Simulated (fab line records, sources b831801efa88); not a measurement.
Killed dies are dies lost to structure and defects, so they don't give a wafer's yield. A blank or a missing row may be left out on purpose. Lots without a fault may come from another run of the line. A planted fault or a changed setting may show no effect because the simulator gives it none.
Which tool did it? | flow sky130 | 6 lots, 18 wafers sampled, at 2 steps of a route of 708

WHAT THE GAUGES READ, wafer by wafer
SKY_METAL5_RS_MEAS_05: measures by four-point-probe.
lot  | measured     | on            | METAL5_ALCU_RS (ohm/sq)
L535 | day 43 16:22 | film_metro-03 | 0.02697 0.02752 0.02694
L539 | day 44 19:46 | film_metro-03 | 0.02665 0.02706 0.02676
L542 | day 45 20:30 | film_metro-02 | 0.02702 0.0273 0.0273
L545 | day 46 10:55 | film_metro-02 | 0.0266 0.02666 0.02676
L554 | day 48 14:45 | film_metro-02 | 0.02641 0.02651 0.02655
L556 | day 48 23:17 | film_metro-03 | 0.02688 0.02649 0.02683

WHICH TOOL RAN EACH LOT (tool, then ch and the chambers of the sampled wafers, then the start)
lot  | SKY_METAL5_SPUTTER_03
L535 | pvd_sputter-03, day 43 16:16
L539 | pvd_sputter-03, day 44 19:41
L542 | pvd_sputter-04, day 45 20:25
L545 | pvd_sputter-04, day 46 10:50
L554 | pvd_sputter-02, day 48 14:41
L556 | pvd_sputter-02, day 48 23:12
- SKY_METAL5_SPUTTER_03: material Ti, target thk 5 nm, time 3.3 s.

THE ANSWER, worked out from the rows above alone
Rule: what is usual is taken from the lots themselves. Put in order of their means at a reading, lots are off if they are a third of the lots or fewer, leave a main group of 4 or more, and stand apart from it by a gap of 3 or more times the standard deviation of the main group's means; of several such gaps the widest counts. A main group whose means are all the same, to the digits that the tables above print for the reading, isn't used. A lot without any number at a reading at which 4 lots or more have one is off too. The other lots that the step has rows for count as sound.
No lot is off at any reading shown: from this, nothing can be told.

WHAT THE SIMULATOR HAD PUT IN
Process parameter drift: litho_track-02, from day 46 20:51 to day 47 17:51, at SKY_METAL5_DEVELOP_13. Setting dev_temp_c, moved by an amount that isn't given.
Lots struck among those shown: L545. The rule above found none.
